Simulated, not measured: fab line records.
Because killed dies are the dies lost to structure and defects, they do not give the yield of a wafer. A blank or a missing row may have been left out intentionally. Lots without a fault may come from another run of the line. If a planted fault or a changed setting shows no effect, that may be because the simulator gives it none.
Which tool did it? -- flow gf180mcu -- 6 lots, 18 wafers sampled, at 2 steps of a route of 602

## WHAT THE GAUGES READ, wafer by wafer
GF_STI_THK_MEAS_22.
lot,measured,on,STI_OXIDATION_01_THK (nm)
L961,day 2 14:57,film_metro-04,15.19 14.83 15.10
L963,day 2 23:39,film_metro-04,14.84 15.07 14.49
L968,day 4 02:30,film_metro-04,14.87 14.89 14.54
L973,day 5 02:50,film_metro-01,15.27 15.27 15.33
L978,day 6 04:37,film_metro-01,- - -
L981,day 6 21:01,film_metro-01,14.97 15.19 15.35

## WHAT TOOL EACH LOT RAN ON (gives the tool, then ch and the chambers of the sampled wafers, and finally the start)
lot,GF_STI_CVD_03
L961,"lpcvd-01 ch 1, day 1 21:34"
L963,"lpcvd-02 ch 0, day 2 07:34"
L968,"lpcvd-01 ch 1, day 3 08:34"
L973,"lpcvd-02 ch 1, day 4 09:34"
L978,"lpcvd-01 ch 0, day 5 10:46"
L981,"lpcvd-01 ch 0, day 6 02:03"
- GF_STI_CVD_03: deposits Si3N4 from DCS/NH3, target thk 207.16 nm, time 3551 s.

## THE ANSWER, worked out from the rows above alone
Rule: what is usual is taken from the lots themselves. The widest of any qualifying gaps counts: lots, ordered by their means at a reading, are off when they make up no more than a third of the lots, leave a main group of 4 or more, and stand apart from it by 3 or more times the standard deviation of that group's means. If all means in a main group match to the digits the tables above print for the reading, that group is not used. A lot without any number at a reading at which 4 lots or more have one is off too. Any other lot the step has rows for is counted as sound.
Off: L978, seen at GF_STI_THK_MEAS_22 (STI_OXIDATION_01_THK). Without a number there: L978. The main group: mean 15.01 nm, standard deviation 0.2.
A tool fits if, at a process step before that reading, it ran every lot that is off, and no sound lot after the first of them. Those tools and the gauges at GF_STI_THK_MEAS_22 are tried in the same way. Of those tried, none fits.

## WHAT HAD BEEN PUT IN BY THE SIMULATOR
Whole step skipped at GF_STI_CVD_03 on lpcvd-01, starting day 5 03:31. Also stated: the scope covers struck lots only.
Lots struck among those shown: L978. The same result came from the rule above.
